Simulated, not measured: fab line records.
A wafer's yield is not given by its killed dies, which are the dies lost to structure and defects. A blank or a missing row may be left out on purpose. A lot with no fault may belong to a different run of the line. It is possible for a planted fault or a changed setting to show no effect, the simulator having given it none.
Check of tool commonality ; flow gf180mcu ; 42 wafers sampled across 12 lots

REASON FOR OPENING
GF_PSD_RS_MEAS_14, reading NSD_RS: flagged on 2 of 12 lots. Wafers without a fault read 46.12 ohm/sq, standard deviation 0.081.
Rule: a lot is flagged in two cases, either no wafer of it has a number, or all its wafers with numbers fall more than 4 standard deviations from that mean. As for the other lots, they are considered sound.

lot;measured;on;NSD_RS (ohm/sq), wafer by wafer;flag
L687;day 14 05:34;film metro-02;46.14 46.16 46.05;
L689;day 15 00:21;film metro-04;46.09 46.10 46.08;
L690;day 15 04:46;film metro-01;46.25 46.14 46.03;
L692;day 16 00:21;film metro-04;46.09 46.18 46.22;
L693;day 16 08:13;film metro-01;46.24 46.20 46.18;
L698;day 18 10:06;film metro-04;46.28 46.23 46.23;
L700;day 18 19:54;film metro-02;43.61 43.64 43.69 43.67 43.59 43.51;FLAGGED
L702;day 19 15:01;film metro-01;43.72 43.65 43.69 43.86 43.78 43.82;FLAGGED
L703;day 19 18:27;film metro-02;45.89 46.15 46.00;
L704;day 20 09:57;film metro-01;46.05 46.14 45.93;
L705;day 20 14:46;film metro-01;46.18 46.19 46.00;
L708;day 21 12:14;film metro-04;46.18 46.10 46.10;
The numbers of the flagged lots are 43.69 ohm/sq on average: -2.43 ohm/sq against the usual, or -30 standard deviations.

WHICH TOOL RAN EACH LOT
The record holds 2 process steps before the reading, out of a route of 602 steps. Every cell lists first the tool, next ch and the chambers used by the sampled wafers, and last the start.
lot;flag;GF_NSD_IMPLANT_09;GF_NSD_STRIP_11
L687;;implanter-01 ch 0, day 13 08:07;plasma asher-03 ch 0,1, day 13 08:24
L689;;implanter-04 ch 0, day 14 02:22;plasma asher-01 ch 0,1, day 14 02:40
L690;;implanter-04 ch 0, day 14 06:07;plasma asher-03 ch 0,1, day 14 06:25
L692;;implanter-01 ch 0, day 15 01:33;plasma asher-04 ch 0,1, day 15 01:51
L693;;implanter-01 ch 0, day 15 08:38;plasma asher-01 ch 0,1, day 15 08:55
L698;;implanter-01 ch 0, day 17 09:53;plasma asher-03 ch 0,1, day 17 10:11
L700;FLAGGED;implanter-01 ch 0, day 17 19:01;plasma asher-01 ch 1, day 17 19:19
L702;FLAGGED;implanter-01 ch 0, day 18 13:47;plasma asher-04 ch 0,1, day 18 14:04
L703;;implanter-03 ch 0, day 18 17:40;plasma asher-04 ch 0,1, day 18 17:58
L704;;implanter-03 ch 0, day 19 09:03;plasma asher-03 ch 0,1, day 19 09:21
L705;;implanter-04 ch 0, day 19 14:15;plasma asher-01 ch 0,1, day 19 14:33
L708;;implanter-04 ch 0, day 20 11:13;plasma asher-01 ch 0,1, day 20 11:29
What these steps do:
- GF_NSD_IMPLANT_09
- GF_NSD_STRIP_11: strips in O2/N2.
- GF_PSD_RS_MEAS_14: measures by four-point-probe.

FLAGGED OVER TOTAL, TOOL BY TOOL (the gauges that took the reading come last)
step;tool;lots run;flagged;share of the flagged lots;sound lots run after its first flagged lot
GF_NSD_IMPLANT_09;implanter-01;6;2;all;0
GF_NSD_IMPLANT_09;implanter-03;2;0;none;-
GF_NSD_IMPLANT_09;implanter-04;4;0;none;-
GF_NSD_STRIP_11;plasma asher-01;5;1;some;2 (L705,L708)
GF_NSD_STRIP_11;plasma asher-03;4;0;none;-
GF_NSD_STRIP_11;plasma asher-04;3;1;some;1 (L703)
GF_PSD_RS_MEAS_14;film metro-01;5;1;some;2 (L704,L705)
GF_PSD_RS_MEAS_14;film metro-02;3;1;some;1 (L703)
GF_PSD_RS_MEAS_14;film metro-04;4;0;none;-

THE TABLE: WHAT IT ALLOWS
In the table, 1 row covers all flagged lots: implanter-01 at GF_NSD_IMPLANT_09.
- implanter-01 at GF_NSD_IMPLANT_09 ran 6 lots, 2 of them flagged. It ran its last sound lot, L698, at day 17 09:53 and its first flagged lot, L700, at day 17 19:01: a fault with its onset between the two fits. Its own readings (beam energy keV) fall more than 4 standard deviations out on all wafers of the flagged lots.
Just one tool remains: implanter-01 at GF_NSD_IMPLANT_09.

WHAT WAS PUT IN BY THE SIMULATOR
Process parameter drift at GF_NSD_IMPLANT_09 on implanter-01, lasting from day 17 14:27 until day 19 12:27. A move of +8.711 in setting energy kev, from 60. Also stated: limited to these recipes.
Shown lots that were struck: L700, L702. The rule above found the same.
